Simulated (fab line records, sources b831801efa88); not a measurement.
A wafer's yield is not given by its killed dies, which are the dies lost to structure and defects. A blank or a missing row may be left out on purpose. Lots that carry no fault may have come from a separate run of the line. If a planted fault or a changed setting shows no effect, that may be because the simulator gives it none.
Which tool was responsible? | flow gf180mcu | 6 lots, 18 wafers sampled, at 4 steps of a route of 602

## WHAT EACH GAUGE READ, for each wafer
GF_V4_THK_MEAS_01.
lot  | measured     | on            | V4_CVD_00_THK (nm)
L745 | day 24 05:29 | film metro-01 | 595 601 599
L748 | day 25 08:44 | film metro-01 | 598 600 594
L751 | day 26 07:23 | film metro-04 | 588 584 584
L759 | day 28 17:45 | film metro-04 | 890 590 887
L761 | day 29 16:25 | film metro-02 | 614 604 618
L763 | day 29 21:01 | film metro-02 | 609 599 601

## WHICH TOOL RAN EACH LOT (tool, then ch and the chambers of the sampled wafers, then the start)
lot  | GF_V3_CVD_02                    | GF_V3_CVD_23                  | GF_V4_CVD_00
L745 | pecvd-04 ch 0,1,2, day 22 04:19 | cvd w-02 ch 0,1, day 23 05:44 | hdpcvd-02 ch 0,1,2, day 24 05:25
L748 | pecvd-03 ch 0,1, day 23 10:25   | cvd w-02 ch 0,1, day 24 08:39 | hdpcvd-01 ch 0,1, day 25 08:40
L751 | pecvd-03 ch 0,1,2, day 24 09:55 | cvd w-01 ch 0,1, day 25 08:35 | hdpcvd-02 ch 1,2, day 26 07:19
L759 | pecvd-01 ch 0,1, day 26 22:51   | cvd w-02 ch 0,1, day 27 20:50 | hdpcvd-02 ch 0,2, day 28 17:38
L761 | pecvd-04 ch 1,2, day 27 21:43   | cvd w-01 ch 0,1, day 28 19:02 | hdpcvd-01 ch 1,2, day 29 16:19
L763 | pecvd-01 ch 0,1,2, day 28 02:02 | cvd w-01 ch 0,1, day 28 23:36 | hdpcvd-01 ch 0,1,2, day 29 20:56
- GF_V3_CVD_02: deposits SiO2 from TEOS, target thk 850 nm, time 94.851 s.
- GF_V3_CVD_23: deposits W, target thk 350 nm, time 104.9 s.
- GF_V4_CVD_00: deposits SiO2, target thk 600 nm, time 100 s.

## THE ANSWER, worked out from the rows above alone
Rule: the lots themselves supply what counts as usual. The widest of any qualifying gaps counts: lots, ordered by their means at a reading, are off when they make up no more than a third of the lots, leave a main group of 4 or more, and stand apart from it by 3 or more times the standard deviation of that group's means. A main group is skipped when, at the precision printed for the reading in the tables above, its means are all equal. A lot without any number at a reading at which 4 lots or more have one is off too. The other lots that the step has rows for count as sound.
Off: at GF_V4_THK_MEAS_01 (V4_CVD_00_THK), L759. The main group has a mean of 599 nm with a standard deviation of 8.7.
If a tool, at a process step before that reading, ran all the lots that are off and no sound lot after the first of them, it fits. Those tools and the gauges at GF_V4_THK_MEAS_01 are tried in the same way. Can't be told from this: 3 tools fit, cvd w-02 at GF_V3_CVD_23, hdpcvd-02 at GF_V4_CVD_00, film metro-04 at GF_V4_THK_MEAS_01.

## WHAT THE SIMULATOR HAD INSERTED
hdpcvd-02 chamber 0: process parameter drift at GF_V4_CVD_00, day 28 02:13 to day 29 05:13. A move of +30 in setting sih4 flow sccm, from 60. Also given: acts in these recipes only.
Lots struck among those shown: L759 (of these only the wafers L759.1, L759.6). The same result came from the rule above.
